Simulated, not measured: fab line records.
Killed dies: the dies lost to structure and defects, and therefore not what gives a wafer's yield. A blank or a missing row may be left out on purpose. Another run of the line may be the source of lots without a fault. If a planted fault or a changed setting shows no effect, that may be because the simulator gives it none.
Which tool did it? ; flow gf180mcu ; 7 lots, 21 wafers sampled, at 3 steps of a route of 602

== WHAT THE GAUGES READ, wafer by wafer ==
GF_TOP_METAL_OVL_MEAS_15.
lot;measured;on;TOP_METAL_OVL (nm)
L258;day 28 21:50;overlay-02;-1.3 -2.2 -0.2
L262;day 30 10:05;overlay-01;1.1 -0.5 0.3
L264;day 30 13:22;overlay-02;-0.4 -0.6 -0.7
L266;day 31 12:41;overlay-02;-2.1 -2.3 -2.1
L273;day 33 08:11;overlay-01;2.1 3.9 2.5
L276;day 33 19:14;overlay-02;0.1 -0.5 0.1
L279;day 34 07:48;overlay-01;-1.1 -2.6 -1.8

== TOOL THAT RAN EACH LOT (tool first, then ch and the chambers of the sampled wafers, then the start) ==
lot;GF_CONTACT_ETCH_16;GF_V5_CMP_26
L258;rieDiel-01 ch 0,2,3, day 17 00:23;cmp-02 ch 0,1, day 28 01:38
L262;rieDiel-01 ch 1,2,3, day 18 18:47;cmp-02 ch 1,2,3, day 29 15:10
L264;rieDiel-01 ch 1,2, day 19 00:44;cmp-01 ch 1,2,3, day 29 18:47
L266;rieDiel-03 ch 0,1,3, day 20 08:53;cmp-01 ch 0,1,2, day 30 18:07
L273;rieDiel-03 ch 0,1, day 22 22:04;cmp-02 ch 1,2,3, day 32 15:56
L276;rieDiel-04 ch 0,1,2, day 23 14:52;cmp-02 ch 0,2,3, day 33 03:14
L279;rieDiel-03 ch 2,3, day 24 08:49;cmp-02 ch 0,1,2, day 33 15:48
- GF_CONTACT_ETCH_16: etches BARC in N2/H2.
- GF_V5_CMP_26: polishes, stops on SiO2, t overpolish 15 s, target thk 0 nm.

== THE ANSWER, worked out from the rows above alone ==
Rule: what is usual is taken from the lots themselves. The widest of any qualifying gaps counts: lots, ordered by their means at a reading, are off when they make up no more than a third of the lots, leave a main group of 4 or more, and stand apart from it by 3 or more times the standard deviation of that group's means. If all means in a main group match to the digits the tables above print for the reading, that group is not used. Also off: a lot with no number at a reading for which 4 or more lots have one. Any other lot the step has rows for is counted as sound.
Across all readings shown, no lot is off: no conclusion can be drawn from this.

== WHAT HAD BEEN PUT IN BY THE SIMULATOR ==
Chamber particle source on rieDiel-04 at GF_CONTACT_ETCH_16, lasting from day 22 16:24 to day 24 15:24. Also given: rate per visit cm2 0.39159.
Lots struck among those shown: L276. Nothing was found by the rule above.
